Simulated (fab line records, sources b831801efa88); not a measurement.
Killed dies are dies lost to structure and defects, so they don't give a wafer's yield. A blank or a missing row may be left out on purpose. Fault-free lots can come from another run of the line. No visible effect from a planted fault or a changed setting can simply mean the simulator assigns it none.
Which tool was responsible?	flow gf180mcu	13 lots with 39 wafers sampled at 6 steps, on a route of 602 steps

== WHAT THE GAUGES READ, wafer by wafer ==
GF_STI_THK_MEAS_24. Usual: for STI_CVD_23_THK the level is 651 nm and the standard deviation is 6.5.
lot	measured	on	STI_CVD_23_THK (nm)	flag
L376	day 2 04:08	film-metro-03	651 660 643	
L377	day 2 09:34	film-metro-04	653 646 646	
L378	day 2 14:32	film-metro-03	651 657 653	
L379	day 2 21:20	film-metro-02	640 649 651	
L380	day 3 00:39	film-metro-03	638 649 653	
L381	day 3 06:07	film-metro-02	654 651 651	
L382	day 3 09:46	film-metro-02	643 649 651	
L388	day 4 16:25	film-metro-04	451 659 644	OFF
L389	day 4 22:28	film-metro-02	651 657 661	
L391	day 5 08:28	film-metro-02	454 654 451	OFF
L392	day 5 14:05	film-metro-03	648 662 645	
L394	day 6 04:20	film-metro-04	651 649 661	
L397	day 6 18:16	film-metro-02	639 647 649	

GF_MVSD_OVL_MEAS_07. Usual: for MVSD_OVL the level is 0.6 nm and the standard deviation is 1.3.
lot	measured	on	MVSD_OVL (nm)	flag
L376	day 4 10:25	overlay-02	1.3 1.9 1.3	
L377	day 4 16:17	overlay-02	1.6 0.1 1.3	
L378	day 4 22:17	overlay-01	-0.5 1.1 1.8	
L379	day 5 06:14	overlay-02	1.2 2.9 2.8	
L380	day 5 10:44	overlay-02	-0.3 1.8 -0.6	
L381	day 5 14:44	overlay-02	-0.3 1.2 -2.0	
L382	day 5 19:13	overlay-02	-1.1 -1.5 0.2	
L388	day 7 05:50	overlay-01	0.4 0.3	
L389	day 7 11:31	overlay-01	2.1 1.4 2.4	
L391	day 7 23:29	overlay-02	0.8	
L392	day 8 05:40	overlay-01	2.3 2.6 2.6	
L394	day 9 03:25	overlay-02	0.5 0.0 2.5	
L397	day 9 14:40	overlay-01	-0.6 1.6 1.1	

GF_VT_IMPLANT_TW_MEAS_10. Usual: for VT_IMPLANT_TW the level is 569.9 and the standard deviation is 2.7.
lot	measured	on	VT_IMPLANT_TW	flag
L376	day 5 16:34	film-metro-01	572.2 572.6 571.9	
L377	day 5 21:37	film-metro-03	569.4 565.1 565.8	
L378	day 6 03:03	film-metro-02	573.3 570.0 570.7	
L379	day 6 11:13	film-metro-03	567.6 568.9 569.6	
L380	day 6 15:52	film-metro-02	570.2 571.6 572.3	
L381	day 6 20:44	film-metro-03	568.4 572.0 571.7	
L382	day 7 01:16	film-metro-01	572.5 572.0 571.2	
L388	day 8 14:41	film-metro-03	570.3 566.5	
L389	day 8 20:45	film-metro-03	568.7 564.7 566.3	
L391	day 9 10:19	film-metro-03	567.6	
L392	day 9 16:12	film-metro-02	576.4 570.8 576.4	
L394	day 10 13:46	film-metro-03	568.8 566.6 566.8	
L397	day 11 02:16	film-metro-02	573.6 575.4 572.8	

GF_POLY_GATE_CD_MEAS_10: target cd 280 nm. Usual: cd-nm at 279.7 nm, with a standard deviation of 1.1.
lot	measured	on	cd-nm (nm)	flag
L376	day 9 04:19	cd-sem-01	279.9 279.8 280.8	
L377	day 9 10:02	cd-sem-01	279.8 278.7 278.1	
L378	day 9 16:43	cd-sem-02	278.8 279.5 279.6	
L379	day 10 01:20	cd-sem-01	278.7 279.6 279.9	
L380	day 10 06:11	cd-sem-02	279.3 278.3 278.8	
L381	day 10 13:52	cd-sem-02	278.9 278.9 278.9	
L382	day 11 00:49	cd-sem-02	282.7 282.8 282.3	
L388	day 12 16:13	cd-sem-02	278.7 279.9	
L389	day 12 22:04	cd-sem-01	281.2 280.9 280.7	
L391	day 13 15:34	cd-sem-01	280.4	
L392	day 13 18:22	cd-sem-01	279.3 280.8 280.2	
L394	day 14 23:10	cd-sem-02	279.8 280.1 279.9	
L397	day 15 18:01	cd-sem-02	279.7 280.2 281.3	

== EACH LOT AND THE TOOL THAT RAN IT (in order: tool; ch and the chambers of the sampled wafers; start) ==
lot	GF_STI_CVD_23	GF_STI_CMP_25
L376	hdpcvd-01 ch 0,1,2, day 2 04:04	cmp-02 ch 1,2,3, day 2 04:15
L377	hdpcvd-02 ch 1,2, day 2 09:29	cmp-01 ch 0,1,2, day 2 09:43
L378	hdpcvd-01 ch 0,2, day 2 14:28	cmp-02 ch 0,2,3, day 2 14:42
L379	hdpcvd-02 ch 1,2, day 2 21:14	cmp-02 ch 0,2,3, day 2 21:23
L380	hdpcvd-02 ch 0,2, day 3 00:34	cmp-01 ch 1,2,3, day 3 00:42
L381	hdpcvd-01 ch 0,2, day 3 06:01	cmp-02 ch 1,3, day 3 06:12
L382	hdpcvd-02 ch 0,1,2, day 3 09:41	cmp-01 ch 0,1,3, day 3 09:55
L388	hdpcvd-01 ch 0,1,2, day 4 16:20	cmp-01 ch 0,1, day 4 16:50
L389	hdpcvd-02 ch 0,1,2, day 4 22:23	cmp-02 ch 1,2, day 4 22:32
L391	hdpcvd-01 ch 0,1, day 5 08:23	cmp-01 ch 1,2,3, day 5 08:31
L392	hdpcvd-02 ch 0,2, day 5 14:01	cmp-02 ch 0,1,3, day 5 14:12
L394	hdpcvd-02 ch 0,1, day 6 04:15	cmp-02 ch 2,3, day 6 04:26
L397	hdpcvd-02 ch 0,2, day 6 18:11	cmp-02 ch 0,1,2, day 6 18:19
- GF_STI_CVD_23: deposits SiO2, target thk 650 nm, time 108.3 s.
- GF_STI_CMP_25: polishes, stops on Si3N4, t overpolish 33 s, target thk 524.6 nm.

== AS READ BY THE TOOLS THEMSELVES (means over the sampled wafers that have a number; for cases with no such wafer, the mark the record gives instead) ==
GF_STI_CVD_23. Usual: susceptor-temp-C at 600.00 C, with a standard deviation of 0.26.
lot	tool	susceptor-temp-C (C)	flag
L376	hdpcvd-01	600.05	
L377	hdpcvd-02	600.34	
L378	hdpcvd-01	599.87	
L379	hdpcvd-02	599.78	
L380	hdpcvd-02	599.95	
L381	hdpcvd-01	599.93	
L382	hdpcvd-02	599.77	
L388	hdpcvd-01	599.80	
L389	hdpcvd-02	600.07	
L391	hdpcvd-01	600.28	
L392	hdpcvd-02	600.17	
L394	hdpcvd-02	600.16	
L397	hdpcvd-02	599.96	

GF_STI_CMP_25. Usual: motor-current-A 11.2 A, standard deviation 0.65; time-to-endpoint-s 120 s, standard deviation 6.
lot	tool	motor-current-A (A)	time-to-endpoint-s (s)	flag
L376	cmp-02	11.9	122	
L377	cmp-01	11.0	121	
L378	cmp-02	11.7	130	
L379	cmp-02	11.2	127	
L380	cmp-01	11.2	120	
L381	cmp-02	11.2	124	
L382	cmp-01	10.9	123	
L388	cmp-01	11.4	109	
L389	cmp-02	11.3	108	
L391	cmp-01	11.1	94	OFF
L392	cmp-02	11.7	112	
L394	cmp-02	11.8	111	
L397	cmp-02	11.8	110	

== THE ANSWER, worked out from the rows above alone ==
Rule: take the mean of a lot's wafers that have a number; if it is more than 3 standard deviations from the usual mean, the lot is off. A lot without any number at a reading at which 4 lots or more have one is off too. Any other lot the step has rows for is counted as sound. First the gauges in route order, then the tools' own readings, where a lot's mean is used as printed above. The first step at which some lot is off is used, and at that step the reading that is off furthest; a lot without a number counts as furthest.
Off: L388, L391, at GF_STI_THK_MEAS_24 (STI_CVD_23_THK).
A tool fits if, at a process step before that reading, it ran every lot that is off, and no sound lot after the first of them. Gauges at GF_STI_THK_MEAS_24: tried the same way as those tools. One candidate fits, namely hdpcvd-01 at GF_STI_CVD_23. Its last sound lot is L381 (day 3 06:01), its first lot that is off L388 (day 4 16:20): a fault that began between those two fits.

== WHAT THE SIMULATOR PUT IN ==
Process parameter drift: hdpcvd-01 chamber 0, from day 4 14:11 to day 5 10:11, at GF_STI_CVD_23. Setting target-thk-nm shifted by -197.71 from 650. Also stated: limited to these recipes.
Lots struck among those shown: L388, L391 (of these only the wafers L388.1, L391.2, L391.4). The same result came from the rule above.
